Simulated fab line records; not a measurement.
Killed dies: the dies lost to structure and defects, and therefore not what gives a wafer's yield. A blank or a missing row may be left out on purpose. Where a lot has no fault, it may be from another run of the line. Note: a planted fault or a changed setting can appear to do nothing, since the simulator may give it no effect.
Struck lot and sound lot, side by side	flow sky130	43 out of 708 route steps
Sound: wafers L221.1, L221.2, L221.3. Wafers struck: L231.3, L231.5, L231.6. The cause is given at the end.
Per side, at each step with rows, come the tool, then ch with its chambers, and then its first start. Under that, the readings that differ: sound wafers	struck wafers	difference of the means	sigmas: that difference in standard deviations of wafers without a fault.
alike: same words and numbers on both sides, and readings whose means sit less than 2 such deviations apart. not compared: any withheld reading, any reading some wafer has no value for, any bound like >300 that may hide the same value, and any number with overlapping values for which the record gives no deviation.
Wherever a step has rows on one side only, a row that says differs or no value, or a row with sigmas, the two part there. Non-overlapping numbers with no deviation appear without sigmas and do not part them. A reading missing from all wafers of one side parts the sides only when that side holds two or more wafers.

first, 3 steps without rows for these wafers: SKY_LDD_N_EXPOSE_04 (exposes mask NTM, target cd 840 nm); SKY_LDD_N_PEB_05; SKY_LDD_N_DEVELOP_06 (develop time 60 s).
SKY_LDD_N_OVL_MEAS_07:
  struck on overlay-02, day 25 11:12; sound on overlay-01, day 22 21:50
  alike: LDD_N_OVL
then, 8 steps without rows for these wafers: SKY_LDD_N_IMPLANT_08; SKY_LDD_N_IMPLANT_09; SKY_LDD_N_IMPLANT_10; SKY_LDD_N_IMPLANT_11; SKY_LDD_N_IMPLANT_12; SKY_LDD_N_IMPLANT_13; SKY_LDD_N_IMPLANT_14; SKY_LDD_N_IMPLANT_15.
SKY_LDD_N_STRIP_16: strips in O2/N2.
  sound on plasma asher-03 ch 0,1, day 22 23:05; struck on plasma asher-02 ch 0,1, day 25 12:28
  alike: drypump motor current A, oes product au, strip time to endpoint s
  not compared: rf hours counter h
SKY_LDD_N_TW_MEAS_17:
  struck on film metro-03, day 25 12:33; sound on film metro-02, day 22 23:11
  alike: LDD_N_TW
then, 7 steps without rows for these wafers: SKY_LDD_P_DEHYDRATE_00 (time 60 s); SKY_LDD_P_HMDS_01 (prime time 60 s); SKY_LDD_P_COAT_02 (resist thk 1140 nm); SKY_LDD_P_SOFTBAKE_03 (time 60 s); SKY_LDD_P_EXPOSE_04 (exposes mask PSDM, target cd 380 nm); SKY_LDD_P_PEB_05; SKY_LDD_P_DEVELOP_06 (develop time 60 s).
SKY_LDD_P_CD_MEAS_07: target cd 380 nm.
  struck on cd sem-01, day 26 17:20; sound on cd sem-02, day 24 04:37
  alike: cd nm
SKY_LDD_P_OVL_MEAS_08:
  struck on overlay-01, day 26 17:25; sound on overlay-01, day 24 04:44
  alike: LDD_P_OVL
following that, these wafers have no rows for 1 step: SKY_LDD_P_IMPLANT_09.
SKY_LDD_P_STRIP_10: strips in O2/N2.
  sound on plasma asher-01 ch 0,1, day 24 04:55; struck on plasma asher-01 ch 0,1, day 26 17:38
  alike: drypump motor current A, oes product au, strip time to endpoint s
  not compared: rf hours counter h
SKY_LDD_P_TW_MEAS_11:
  struck on film metro-04, day 26 17:43; sound on film metro-03, day 24 05:01
reading	sound	struck	difference	sigmas
LDD_P_TW	622 627 625	644 643 640	+18	+3
then, 7 steps without rows for these wafers: SKY_LDD_HVN_DEHYDRATE_00 (time 60 s); SKY_LDD_HVN_HMDS_01 (prime time 60 s); SKY_LDD_HVN_COAT_02 (resist thk 300 nm); SKY_LDD_HVN_SOFTBAKE_03 (time 60 s); SKY_LDD_HVN_EXPOSE_04 (exposes mask HVNTM, target cd 700 nm); SKY_LDD_HVN_PEB_05; SKY_LDD_HVN_DEVELOP_06 (develop time 60 s).
SKY_LDD_HVN_OVL_MEAS_07:
  struck on overlay-01, day 27 22:45; sound on overlay-01, day 25 10:34
  alike: LDD_HVN_OVL
following that, these wafers have no rows for 1 step: SKY_LDD_HVN_IMPLANT_08.
SKY_LDD_HVN_STRIP_09: strips in O2/N2.
  sound on plasma asher-02 ch 0,1, day 25 10:45; struck on plasma asher-04 ch 0,1, day 27 22:58
  alike: drypump motor current A, oes product au, strip time to endpoint s
  not compared: rf hours counter h
SKY_LDD_HVN_TW_MEAS_10:
  struck on film metro-02, day 27 23:02; sound on film metro-03, day 25 10:51
  alike: LDD_HVN_TW
then, 5 steps without rows for these wafers: SKY_LDD_HVP_DEHYDRATE_00 (time 60 s); SKY_LDD_HVP_HMDS_01 (prime time 60 s); SKY_LDD_HVP_COAT_02 (resist thk 300 nm); SKY_LDD_HVP_SOFTBAKE_03 (time 60 s); SKY_LDD_HVP_EXPOSE_04 (exposes mask HVPTM, target cd 700 nm).
-- a jump in the record: the struck wafers' starts before and after are 23 days apart (it breaks off in module LDD_HVP and resumes in module PAD_OPEN, where the first step shown is number 708 of the route) --
SKY_PAD_OPEN_PROBE_99:
  struck on prober-02, day 51 08:49; sound on prober-02, day 49 18:27
reading	sound	struck	difference	sigmas
killed at front end	10 13 20	73 74 73	+59	+14
killed at other	2 2 3	0 0 1	-2	-3
killed dies	82 83 84	148 140 129	+56	+6
  alike: killed_at_M0_to_M3, killed_at_M4_up, killed at contacts, killed on rim, killed open, killed short

## WHERE THEY PART
First at SKY_LDD_P_TW_MEAS_11; last, within this record, at SKY_PAD_OPEN_PROBE_99.

WHY: whatever the simulator had introduced
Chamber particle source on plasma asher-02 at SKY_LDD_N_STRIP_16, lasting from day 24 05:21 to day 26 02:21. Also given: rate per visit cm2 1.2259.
